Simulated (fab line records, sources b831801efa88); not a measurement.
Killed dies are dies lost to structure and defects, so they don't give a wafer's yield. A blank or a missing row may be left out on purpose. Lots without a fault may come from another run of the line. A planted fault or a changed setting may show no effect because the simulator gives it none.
Which tool did it? | flow gf180mcu | 6 lots, 18 wafers sampled, at 4 steps of a route of 602

WHAT THE GAUGES READ, wafer by wafer
GF_TOP_METAL_THK_MEAS_06: measures by xrf.
lot  | measured     | on            | TOP_METAL_ALCU_THK (nm)
L715 | day 27 16:52 | film_metro-01 | 869 868 864
L721 | day 29 13:32 | film_metro-03 | 881 883 867
L730 | day 32 00:11 | film_metro-03 | 866 870 863
L732 | day 32 09:13 | film_metro-03 | 895 891 885
L734 | day 32 22:56 | film_metro-03 | 902 891 885
L736 | day 33 10:07 | film_metro-02 | 874 872 882

WHICH TOOL RAN EACH LOT (tool, then ch and the chambers of the sampled wafers, then the start)
lot  | GF_V5_ETCH_17                                 | GF_V5_SPUTTER_21             | GF_V5_CMP_26
L715 | rie_diel-03 ch 0,3, day 27 15:50 or earlier   | pvd_sputter-04, day 27 15:50 | cmp-01 ch 1,2, day 27 16:16
L721 | rie_diel-04 ch 0,2,3, day 29 12:29 or earlier | pvd_sputter-04, day 29 12:29 | cmp-01 ch 1,2,3, day 29 12:53
L730 | rie_diel-04 ch 1,3, day 31 23:09 or earlier   | pvd_sputter-02, day 31 23:09 | cmp-02 ch 0,2,3, day 31 23:35
L732 | rie_diel-01 ch 0,1,3, day 32 08:11 or earlier | pvd_sputter-04, day 32 08:11 | cmp-02 ch 0,3, day 32 08:34
L734 | rie_diel-01 ch 0,1,3, day 32 21:54 or earlier | pvd_sputter-04, day 32 21:54 | cmp-02 ch 2,3, day 32 22:17
L736 | rie_diel-03 ch 0,1,2, day 33 09:05 or earlier | pvd_sputter-01, day 33 09:05 | cmp-02 ch 1,2,3, day 33 09:29
- GF_V5_ETCH_17: etches SiO2 in C4F8/O2/Ar, stops on TiN, target depth 855 nm.
- GF_V5_SPUTTER_21: material Ti, target thk 15 nm, time 80.02 s.
- GF_V5_CMP_26: polishes, stops on SiO2, t overpolish 15 s, target thk 0 nm.

THE ANSWER, worked out from the rows above alone
Rule: what is usual is taken from the lots themselves. Put in order of their means at a reading, lots are off if they are a third of the lots or fewer, leave a main group of 4 or more, and stand apart from it by a gap of 3 or more times the standard deviation of the main group's means; of several such gaps the widest counts. A main group whose means are all the same, to the digits that the tables above print for the reading, isn't used. A lot without any number at a reading at which 4 lots or more have one is off too. The other lots that the step has rows for count as sound.
No lot is off at any reading shown: from this, nothing can be told.

WHAT THE SIMULATOR HAD PUT IN
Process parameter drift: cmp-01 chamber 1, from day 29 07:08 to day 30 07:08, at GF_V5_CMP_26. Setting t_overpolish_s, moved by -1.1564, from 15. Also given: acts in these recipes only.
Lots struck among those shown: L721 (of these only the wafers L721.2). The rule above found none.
